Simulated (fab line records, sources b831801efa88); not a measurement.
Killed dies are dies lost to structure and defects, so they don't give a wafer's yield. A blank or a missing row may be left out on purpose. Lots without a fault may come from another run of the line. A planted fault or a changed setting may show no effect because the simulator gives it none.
One fault seen from 2 desks | flow sky130 | each desk has only its own numbers; what lay behind them comes last

THE TOOL OWNER'S DESK: lpcvd-03
The tool's own readings at SKY_SONOS_ONO_CVD_04 (deposits SiO2 from SiH4/N2O, target thk 5.7199 nm): means of the sampled wafers that have a number, for each lot that ran on this tool. A lot is out of limits, marked OUT, if its mean lies more than 4 standard deviations from the usual mean; the brackets give that distance.
Columns: A = spike_tc_centre_C at SKY_SONOS_ONO_CVD_04, usual 899.3 C; B = spike_tc_lower_C at SKY_SONOS_ONO_CVD_04, usual 901.1 C; C = zone_power_centre_pct at SKY_SONOS_ONO_CVD_04, usual 17.5 %; D = zone_power_upper_pct at SKY_SONOS_ONO_CVD_04, usual 16.7 %
lot  | first seen here | A               | B     | C               | D
L113 | day 12 00:45    | 899.1           | 900.9 | 18.6            | 15.8
L114 | day 12 09:47    | 901.2           | 902.3 | 15.4            | 18.4
L115 | day 12 12:38    | 899.1           | 901.2 | 18.7            | 16.1
L117 | day 13 02:31    | 915.4 (+11) OUT | 898.6 | 25.1 (+5.1) OUT | 13.1
L118 | day 13 15:25    | 915.8 (+11) OUT | 898.1 | 24.9 (+4.9) OUT | 13.0
L119 | day 13 22:07    | 916.7 (+12) OUT | 897.6 | 24.7 (+4.8) OUT | 13.1
L126 | day 16 17:43    | 900.9           | 901.8 | 15.3            | 18.6
L128 | day 17 21:13    | 897.4           | 900.4 | 18.6            | 15.8
L131 | day 18 04:28    | 898.0           | 900.4 | 18.5            | 16.0
L132 | day 18 17:19    | 900.6           | 901.7 | 15.4            | 18.2
L135 | day 19 08:59    | 901.7           | 901.4 | 15.3            | 18.2
L136 | day 19 14:33    | 898.6           | 900.4 | 18.6            | 15.9
This desk's finding: out of limits on L117, L118, L119; first on L117, day 13 02:31 (spike_tc_centre_C at SKY_SONOS_ONO_CVD_04). In limits: L113, L114, L115, L126, L128, L131, L132, L135, L136.

THE METROLOGY DESK
What the gauges read, lot by lot, whatever tool the lot ran on: means of the sampled wafers that have a number. A lot is out of limits, marked OUT, if its mean lies more than 4 standard deviations from the usual mean; the brackets give that distance.
Columns: A = SONOS_ONO_CVD_02_THK at SKY_SONOS_ONO_THK_MEAS_03, usual 10.59 nm
lot  | first seen here | A
L113 | day 12 00:41    | 10.50
L114 | day 12 09:44    | 10.69
L115 | day 12 12:35    | 10.45
L117 | day 13 02:27    | 10.41
L118 | day 13 15:23    | 10.72
L119 | day 13 22:04    | 10.57
L126 | day 16 17:41    | 10.61
L128 | day 17 21:10    | 10.34
L131 | day 18 04:25    | 10.48
L132 | day 18 17:16    | 10.60
L135 | day 19 08:55    | 10.69
L136 | day 19 14:30    | 10.81
This desk's finding: nothing out of limits on any of the 12 lots.

PUT TOGETHER
The tool owner's desk could have raised an alarm at day 13 02:31, on L117, L118, L119.
The metrology desk saw nothing out of limits.
The metrology desk has L117, L118, L119 on record, within its limits.
Of the lots named, all ran SKY_SONOS_ONO_CVD_04 on lpcvd-03.

WHAT THE SIMULATOR HAD PUT IN
Process parameter drift: lpcvd-03, from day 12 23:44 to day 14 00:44, at SKY_SONOS_ONO_CVD_04. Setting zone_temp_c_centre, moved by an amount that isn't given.
Lots struck among those shown: L117, L118, L119.
Hours from the fault's start to each desk's first reading out of limits: the tool owner's desk, 3.
